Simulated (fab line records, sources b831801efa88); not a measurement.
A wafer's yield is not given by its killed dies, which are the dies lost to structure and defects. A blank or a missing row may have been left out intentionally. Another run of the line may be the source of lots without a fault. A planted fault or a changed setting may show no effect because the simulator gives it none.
fab line records	flow sky130
record lots=5	wafers=15	lastDay=49
route steps=708 shown FIELD_ISO@25 NWELL@32 DNWELL@35
lots with no fault: from the same line, run without faults
startH: hours from the record's first day to the start of the lot's first wafer shown	waitH: hours from the lot's prior step to this one	" identical to the entry in the row above	L1.1+2: one row covering several wafers at once	- no value, or no start was given	* or withheld: withheld	< > ~ a bound
route shown NAME@n: a module of which the file shows steps, and the number in the route of the first	usual: the fault-free wafers' mean and standard deviation	same: alike in all rows	chamber/n: place in a boat	sites: the reading at each site	_std_site: the standard deviation of these	_edge_site: outer sites' mean less inner sites'	radiusMm: for every site, how far away it sits from the centre of the wafer	mask NAME#n: copy n	behind: the last tool/chamber to shape the wafer	hold: reason for holding the lot/hours on hold/outcome of the hold	device: whichever transistor did not switch (one of n, p or np)	end of line: at the end of the route, the tests of the same wafers	for a step that has no rows: nothing shown but its recipe	killed: dies that structure and defects cost at the first sort, which is not the same as the wafer's yield	map: dies across one wafer; x = killed, . = not, _ = none there
set.NAME: the setting that was run; set.NAME@STEP: the one run at that earlier step	model.NAME: the simulator's own value behind a step, which no gauge read
a table for each step, a row for each wafer; lots at some steps of the route
services: when a tool's chamber went out of use (startH, in hours from the record's first day, below 0 if earlier), for how many hours, and the reason
## steps
# step SKY_FIELD_ISO_CVD_24
# recipe material=SiO2	targetThkNm=595	tempC=650	sigmaOpenFrac=0.3	timeS=99.2	sih4FlowSccm=60	pressureMtorr=6
# usual pressureMtorr=6.002/0.014	susceptorTempC=650.0/0.31
lot.wafer	tool	chamber	startH	waitH	pressureMtorr	susceptorTempC
L075.2	hdpcvd-01	2	36.28	0.0	5.991	649.7
L075.3	"	0	"	"	5.971	650.3
L075.6	"	2	"	"	5.993	650.2
L082.1	hdpcvd-02	2	74.97	0.1	6.003	649.5
L082.5	"	0	"	"	6.012	649.7
L082.6	"	2	"	"	6.003	649.7
L083.2	hdpcvd-02	1	78.65	0.0	6.007	650.0
L083.3	"	0	"	"	6.004	650.2
L083.5	"	0	"	"	6.002	650.1
L092.1	hdpcvd-01	0	123.90	0.1	5.990	650.2
L092.3	"	2	"	"	5.998	650.2
L092.6	"	1	"	"	6.010	649.7
L093.2	hdpcvd-02	2	132.14	0.0	5.980	649.9
L093.5	"	0	"	"	6.011	649.6
L093.6	"	1	"	"	6.008	649.8
# step SKY_FIELD_ISO_THK_MEAS_25
# recipe reads=SiO2_of_FIELD_ISO_CVD_24
# usual FIELD_ISO_CVD_24_THK=593/5.8
lot.wafer	tool	chamber	startH	waitH	FIELD_ISO_CVD_24_THK[nm]
L075.2	filmMetro-01	-	36.36	0.0	594
L075.3	"	-	"	"	598
L075.6	"	-	"	"	590
L082.1	filmMetro-02	-	75.05	0.0	604
L082.5	"	-	"	"	591
L082.6	"	-	"	"	599
L083.2	filmMetro-04	-	78.73	0.0	594
L083.3	"	-	"	"	593
L083.5	"	-	"	"	601
L092.1	filmMetro-02	-	123.97	0.0	599
L092.3	"	-	"	"	598
L092.6	"	-	"	"	597
L093.2	filmMetro-02	-	132.22	0.0	590
L093.5	"	-	"	"	589
L093.6	"	-	"	"	595
# step SKY_FIELD_ISO_ANNEAL_26
# recipe tempC=1000	timeS=1800	ambient=N2
# usual spikeTcUpperC=999.9/1	tube_center_temp_C_max=1002.6/0.46	zonePowerLowerPct=22.2/0.41
lot.wafer	tool	chamber	startH	waitH	spikeTcUpperC	tube_center_temp_C_max	zonePowerLowerPct
L075.2	furnace-01	0	37.74	1.4	998.9	1002.7	22.6
L075.3	"	0	"	"	999.9	1003.2	21.9
L075.6	"	0	"	"	998.9	1002.7	22.5
L082.1	furnace-02	0	75.11	0.1	1002.0	1002.7	21.7
L082.5	"	0	"	"	1000.8	1002.6	21.9
L082.6	"	0	"	"	1000.3	1002.7	22.5
L083.2	furnace-02	0	79.41	0.7	1000.9	1002.3	22.0
L083.3	"	0	"	"	999.7	1002.4	22.0
L083.5	"	0	"	"	1000.8	1002.4	22.2
L092.1	furnace-02	0	125.23	1.3	999.8	1002.2	21.3
L092.3	"	0	"	"	999.0	1002.5	22.0
L092.6	"	0	"	"	1000.9	1002.8	21.7
L093.2	furnace-01	0	132.85	0.6	998.1	1003.1	22.6
L093.5	"	0	"	"	999.2	1002.2	22.4
L093.6	"	0	"	"	999.1	1002.2	22.8
# step SKY_FIELD_ISO_CMP_27
# recipe stopOn=Si3N4	tOverpolishS=16	downForcePsi=4	platenRpm=60	targetThkNm=457.8	padVelocityMS=0.94248
# usual motorCurrentA=12.0/0.93	overpolishRunS=16.001/0.0095	platenRpm=60.00/0.039	timeToEndpointS=115/4.4
# same tOverpolishS=16
lot.wafer	tool	chamber	startH	waitH	motorCurrentA	overpolishRunS	platenRpm	timeToEndpointS
L075.2	cmp-02	3	39.29	0.1	11.6	15.984	60.07	116
L075.3	"	1	"	"	11.8	16.003	60.04	110
L075.6	"	2	"	"	12.9	16.019	59.99	109
L082.1	cmp-02	0	76.71	0.1	11.1	16.003	59.91	117
L082.6	"	2	"	"	11.9	15.987	60.02	119
L082.5	"	3	"	"	12.4	16.009	60.05	118
L083.3	cmp-02	2	80.96	0.1	12.7	15.988	59.96	111
L083.2	"	3	"	"	12.0	16.011	60.05	117
L083.5	"	1	"	"	12.1	16.010	60.03	108
L092.3	cmp-01	0	126.83	0.1	12.3	16.002	60.07	116
L092.1	"	1	"	"	13.9	16.005	59.99	127
L092.6	"	3	"	"	11.4	16.001	59.93	114
L093.2	cmp-01	2	134.35	0.0	12.3	16.001	60.03	113
L093.5	"	2	"	"	12.9	16.002	59.95	114
L093.6	"	3	"	"	11.3	15.979	60.02	111
# step SKY_FIELD_ISO_WET_ETCH_28
# recipe chemistry=dHF	targetDepthNm=23.7	target=SiO2	dilution=10:1	tempC=25	timeS=47
lot.wafer	tool	chamber	startH	waitH
L075.2+3+6	wetBench-01	1	39.54	0.2
L082.1+5+6	wetBench-04	2	76.91	0.1
L083.2+3+5	wetBench-03	2	81.21	0.1
L092.1+3+6	wetBench-03	2	127.03	0.1
L093.2+5+6	wetBench-03	3	134.65	0.2
# step SKY_FIELD_ISO_WET_ETCH_29
# recipe chemistry=H3PO4	targetDepthNm=160	target=Si3N4	tempC=160	timeS=1825
lot.wafer	tool	chamber	startH	waitH
L075.2+3+6	wetBench-03	1	39.56	0.0
L082.1+5+6	wetBench-03	0	76.93	0.0
L083.2+3+5	wetBench-01	2	81.23	0.0
L092.1+3+6	wetBench-04	2	127.06	0.0
L093.2+5+6	wetBench-04	0	134.67	0.0
# step SKY_FIELD_ISO_WET_ETCH_30
# recipe chemistry=dHF	targetDepthNm=25	target=SiO2	dilution=10:1	tempC=25	timeS=50
lot.wafer	tool	chamber	startH	waitH
L075.2+3+6	wetBench-04	0	40.08	0.0
L082.1+5+6	wetBench-04	3	77.49	0.0
L083.2+3+5	wetBench-03	0	81.85	0.0
L092.1+3+6	wetBench-03	0	128.09	0.0
L093.2+5+6	wetBench-04	1	135.19	0.0
# step SKY_NWELL_CLEAN_00
# recipe chemistry=SC1/SC2	mix=1:4:20	tempC=70	timeS=150	dry=n2Spin
lot.wafer	tool	chamber	startH	waitH
L075.2+3+6	wetBench-03	3	40.10	0.0
L082.1+5+6	wetBench-01	2	77.51	0.0
L083.2+3+5	wetBench-04	1	81.87	0.0
L092.1+3+6	wetBench-04	3	128.11	0.0
L093.2+5+6	wetBench-04	3	135.21	0.0
# step SKY_NWELL_OXIDATION_01
# recipe tempC=900	ambient=O2	stabiliseS=600	purgeS=300	targetThkA=100	oxTimeS=1418
# usual spikeTcUpperC=899.8/1.1	tube_center_temp_C_max=902.3/0.39	zonePowerLowerPct=17.5/0.32
# same purgeS=300
lot.wafer	tool	chamber	startH	waitH	spikeTcUpperC	tube_center_temp_C_max	zonePowerLowerPct
L075.2	furnace-02	0	40.92	0.8	899.8	902.2	17.9
L075.3	"	0	"	"	900.4	902.7	16.9
L075.6	"	0	"	"	899.5	902.1	17.2
L082.1	furnace-02	0	78.01	0.4	901.6	902.4	17.3
L082.5	"	0	"	"	897.8	902.2	17.4
L082.6	"	0	"	"	899.4	901.9	17.1
L083.2	furnace-01	0	82.61	0.7	899.4	902.6	17.5
L083.3	"	0	"	"	900.1	902.1	17.3
L083.5	"	0	"	"	899.0	902.5	18.0
L092.1	furnace-01	0	129.94	1.7	896.8	902.8	18.0
L092.3	"	0	"	"	900.0	902.2	18.0
L092.6	"	0	"	"	898.9	902.2	18.1
L093.2	furnace-02	0	136.63	1.4	898.7	902.2	17.2
L093.5	"	0	"	"	901.4	902.6	17.5
L093.6	"	0	"	"	899.1	902.1	17.2
# step SKY_NWELL_THK_MEAS_02
# recipe reads=SiO2_of_NWELL_OXIDATION_01
# usual NWELL_OXIDATION_THK=9.92/0.21
lot.wafer	tool	chamber	startH	waitH	NWELL_OXIDATION_THK[nm]
L075.2	filmMetro-03	-	42.32	0.0	10.17
L075.3	"	-	"	"	10.06
L075.6	"	-	"	"	10.20
L082.1	filmMetro-04	-	79.41	0.0	9.60
L082.5	"	-	"	"	9.71
L082.6	"	-	"	"	9.65
L083.2	filmMetro-03	-	84.01	0.0	9.95
L083.3	"	-	"	"	10.09
L083.5	"	-	"	"	9.94
L092.1	filmMetro-04	-	131.34	0.0	10.12
L092.3	"	-	"	"	10.25
L092.6	"	-	"	"	10.01
L093.2	filmMetro-04	-	138.04	0.0	9.95
L093.5	"	-	"	"	9.91
L093.6	"	-	"	"	9.80
# step SKY_DNWELL_DEHYDRATE_00
# recipe tempC=200	timeS=60
# usual chillPlateTempC=22.96/0.1	heaterPowerTotalW=160.37/0.13
lot.wafer	tool	chamber	startH	waitH	chillPlateTempC	heaterPowerTotalW
L075.2	lithoTrack-04	0	49.31	7.0	22.86	160.25
L075.3	"	0	"	"	22.92	160.35
L075.6	"	0	"	"	22.92	160.17
L082.1	lithoTrack-01	0	87.89	8.5	22.80	160.47
L082.5	"	0	"	"	23.00	160.34
L082.6	"	0	"	"	23.03	160.51
L083.2	lithoTrack-03	0	91.67	7.6	23.07	160.23
L083.3	"	0	"	"	23.11	160.47
L083.5	"	0	"	"	23.00	160.51
L092.1	lithoTrack-01	0	139.99	8.6	23.03	160.17
L092.3	"	0	"	"	23.06	160.46
L092.6	"	0	"	"	22.93	160.62
L093.2	lithoTrack-03	0	146.82	8.8	22.94	160.28
L093.5	"	0	"	"	22.84	160.43
L093.6	"	0	"	"	22.97	160.28
# step SKY_DNWELL_HMDS_01
# recipe primeTimeS=60	primeTempC=120
# usual chillPlateTempC=22.99/0.11
# same primeTimeS=60
lot.wafer	tool	chamber	startH	waitH	chillPlateTempC
L075.2	lithoTrack-04	0	49.46	0.1	22.94
L075.3	"	0	"	"	23.00
L075.6	"	0	"	"	22.89
L082.1	lithoTrack-01	0	88.04	0.1	23.08
L082.5	"	0	"	"	23.19
L082.6	"	0	"	"	23.17
L083.2	lithoTrack-03	0	91.82	0.1	22.85
L083.3	"	0	"	"	22.95
L083.5	"	0	"	"	22.87
L092.1	lithoTrack-01	0	140.14	0.1	23.07
L092.3	"	0	"	"	22.95
L092.6	"	0	"	"	23.06
L093.2	lithoTrack-03	0	146.97	0.1	22.95
L093.5	"	0	"	"	22.93
L093.6	"	0	"	"	22.86
# step SKY_DNWELL_COAT_02
# recipe spinRpm=2000	resistThkNm=3000
# usual chillPlateTempC=23.03/0.093	dispensePressureKPa=53.1/2
lot.wafer	tool	chamber	startH	waitH	chillPlateTempC	dispensePressureKPa
L075.2	lithoTrack-04	0	49.61	0.1	22.95	54.8
L075.3	"	0	"	"	22.84	54.8
L075.6	"	0	"	"	22.97	54.9
L082.1	lithoTrack-01	0	88.19	0.1	23.11	54.2
L082.5	"	0	"	"	22.97	54.2
L082.6	"	0	"	"	22.89	54.2
L083.2	lithoTrack-03	0	91.97	0.1	23.19	50.3
L083.3	"	0	"	"	23.15	50.3
L083.5	"	0	"	"	23.05	50.3
L092.1	lithoTrack-01	0	140.29	0.1	23.08	54.2
L092.3	"	0	"	"	22.95	54.2
L092.6	"	0	"	"	23.05	54.2
L093.2	lithoTrack-03	0	147.12	0.1	22.89	50.3
L093.5	"	0	"	"	23.05	50.3
L093.6	"	0	"	"	22.95	50.3
# step SKY_DNWELL_SOFTBAKE_03
# recipe tempC=110	timeS=withheld
# usual chillPlateTempC=22.97/0.1	heaterPowerTotalW=65.34/0.14
lot.wafer	tool	chamber	startH	waitH	chillPlateTempC	heaterPowerTotalW
L075.2	lithoTrack-04	0	49.77	0.1	23.20	65.42
L075.3	"	0	"	"	23.01	65.20
L075.6	"	0	"	"	23.00	65.37
L082.1	lithoTrack-01	0	88.34	0.1	23.00	65.42
L082.5	"	0	"	"	22.96	65.13
L082.6	"	0	"	"	22.93	65.37
L083.2	lithoTrack-03	0	92.13	0.1	22.84	65.15
L083.3	"	0	"	"	22.90	65.33
L083.5	"	0	"	"	22.88	65.29
L092.1	lithoTrack-01	0	140.44	0.1	22.96	65.22
L092.3	"	0	"	"	23.13	65.43
L092.6	"	0	"	"	23.00	65.20
L093.2	lithoTrack-03	0	147.28	0.1	22.87	65.22
L093.5	"	0	"	"	22.84	65.23
L093.6	"	0	"	"	22.89	65.41
# step SKY_DNWELL_EXPOSE_04
# recipe maskId=DNM	na=0.57	targetCdNm=3000	doseMj=222
# usual stageVelMmS=500.02/0.27
lot.wafer	tool	chamber	startH	waitH	mask	stageVelMmS
L075.2	ilineStepper-01	0	-	-	DNM#0	499.89
L075.3	"	0	"	"	DNM#0	500.24
L075.6	"	0	"	"	DNM#0	500.01
L082.1	ilineStepper-01	0	-	-	DNM#0	500.12
L082.5	"	0	"	"	DNM#0	500.44
L082.6	"	0	"	"	DNM#0	500.53
L083.2	ilineStepper-01	0	-	-	DNM#0	500.13
L083.3	"	0	"	"	DNM#0	499.95
L083.5	"	0	"	"	DNM#0	499.76
L092.1	ilineStepper-02	0	-	-	DNM#0	499.93
L092.3	"	0	"	"	DNM#0	499.86
L092.6	"	0	"	"	DNM#0	500.05
L093.2	ilineStepper-01	0	-	-	DNM#0	499.91
L093.5	"	0	"	"	DNM#0	499.99
L093.6	"	0	"	"	DNM#0	499.93
# step SKY_DNWELL_PEB_05
# recipe tempC=115	timeS=withheld
# usual chillPlateTempC=22.99/0.12	heaterPowerTotalW=69.33/0.12
lot.wafer	tool	chamber	startH	waitH	chillPlateTempC	heaterPowerTotalW
L075.2	lithoTrack-01	0	-	-	23.15	69.23
L075.3	"	0	"	"	23.01	69.23
L075.6	"	0	"	"	23.13	69.19
L082.1	lithoTrack-04	0	-	-	23.01	69.47
L082.5	"	0	"	"	22.82	69.22
L082.6	"	0	"	"	23.08	69.46
L083.2	lithoTrack-03	0	-	-	23.05	69.57
L083.3	"	0	"	"	22.89	69.15
L083.5	"	0	"	"	23.02	69.32
L092.1	lithoTrack-01	0	-	-	22.83	69.30
L092.3	"	0	"	"	23.02	69.22
L092.6	"	0	"	"	23.05	69.44
L093.2	lithoTrack-04	0	-	-	23.12	69.43
L093.5	"	0	"	"	22.99	69.43
L093.6	"	0	"	"	23.06	69.48
# step SKY_DNWELL_DEVELOP_06
# recipe wallAngleDeg=90	developer=TMAH	developTimeS=60	devTempC=23
# usual chillPlateTempC=23.01/0.1	developerTempC=22.99/0.1
lot.wafer	tool	chamber	startH	waitH	chillPlateTempC	developerTempC
L075.2	lithoTrack-01	0	-	-	23.17	23.03
L075.3	"	0	"	"	23.04	23.00
L075.6	"	0	"	"	23.18	23.02
L082.1	lithoTrack-04	0	-	-	22.86	22.82
L082.5	"	0	"	"	22.79	22.86
L082.6	"	0	"	"	23.11	22.84
L083.2	lithoTrack-03	0	-	-	22.95	23.12
L083.3	"	0	"	"	22.97	23.16
L083.5	"	0	"	"	22.96	23.06
L092.1	lithoTrack-01	0	-	-	23.01	23.17
L092.3	"	0	"	"	22.94	23.01
L092.6	"	0	"	"	22.99	23.17
L093.2	lithoTrack-04	0	-	-	22.94	22.92
L093.5	"	0	"	"	23.13	22.91
L093.6	"	0	"	"	22.90	22.99
# step SKY_DNWELL_IMPLANT_07
# recipe species=P	energyKev=withheld	doseCm2=withheld	tiltDeg=withheld
# same implantIonAmu=*
lot.wafer	tool	chamber	startH	waitH
L075.2+3+6	implanter-02	0	57.96	-
L082.1+5+6	implanter-03	0	96.69	-
L083.2+3+5	implanter-03	0	100.92	-
L092.1+3+6	implanter-01	0	150.64	-
L093.2+5+6	implanter-03	0	157.41	-
# step SKY_DNWELL_STRIP_08
# recipe chemistry=O2/N2	powerW=1400	pressureMtorr=1500	platenTempC=withheld	o2FlowSccm=3000	n2FlowSccm=300	overashFraction=0.5
# usual drypumpMotorCurrentA=5.5/0.44	oesProductAu=0.723/0.0047	stripTimeToEndpointS=36.88/0.1
lot.wafer	tool	chamber	startH	waitH	drypumpMotorCurrentA	oesProductAu	rfHoursCounterH	stripTimeToEndpointS
L075.2	plasmaAsher-02	0	58.09	0.1	6.2	0.720	37	36.87
L075.3	"	1	"	"	5.2	0.717	-	36.88
L075.6	"	0	"	"	6.2	0.725	-	36.69
L082.1	plasmaAsher-04	1	96.84	0.1	5.1	0.727	42	36.89
L082.5	"	0	"	"	5.2	0.722	-	36.89
L082.6	"	1	"	"	5.1	0.726	-	36.97
L083.2	plasmaAsher-04	0	101.04	0.1	5.3	0.719	42	36.79
L083.3	"	0	"	"	5.2	0.721	-	36.85
L083.5	"	1	"	"	5.1	0.719	-	36.77
L092.1	plasmaAsher-04	1	150.94	0.2	5.1	0.717	48	36.74
L092.3	"	0	"	"	5.3	0.721	-	36.83
L092.6	"	1	"	"	5.1	0.713	-	36.76
L093.2	plasmaAsher-02	1	157.54	0.1	5.1	0.729	46	36.85
L093.5	"	0	"	"	6.2	0.722	-	36.81
L093.6	"	1	"	"	5.1	0.723	-	36.87
## services
tool	chamber	startH	hours	kind
implanter-03	-	24.32	0.9	repair
implanter-03	-	31.30	10.8	repair
plasmaAsher-02	-	31.35	2.5	repair
ilineStepper-02	-	35.32	1.7	pm
hdpcvd-01	2	55.56	5.6	repair
cmp-02	-	58.08	2.6	repair
cmp-01	-	61.67	2.1	repair
cmp-02	-	64.00	4.0	pm
hdpcvd-01	-	66.75	15.0	pm
cmp-02	-	68.00	-	consumableReplace:conditioner
cmp-02	-	69.76	0.9	repair
cmp-02	-	72.28	3.1	repair
hdpcvd-02	1	81.95	20.5	repair
implanter-01	-	98.75	4.9	pm
cmp-02	-	102.43	3.5	repair
plasmaAsher-04	-	104.83	1.2	repair
ilineStepper-01	-	122.95	1.7	pm
implanter-03	-	125.98	3.3	repair
cmp-02	-	134.26	2.2	repair
wetBench-01	-	139.36	2.2	repair
hdpcvd-02	-	140.17	5.5	pm
cmp-02	-	145.81	4.1	repair
hdpcvd-02	0	153.21	2.1	repair
hdpcvd-02	-	153.78	1.0	repair
## key
fault none
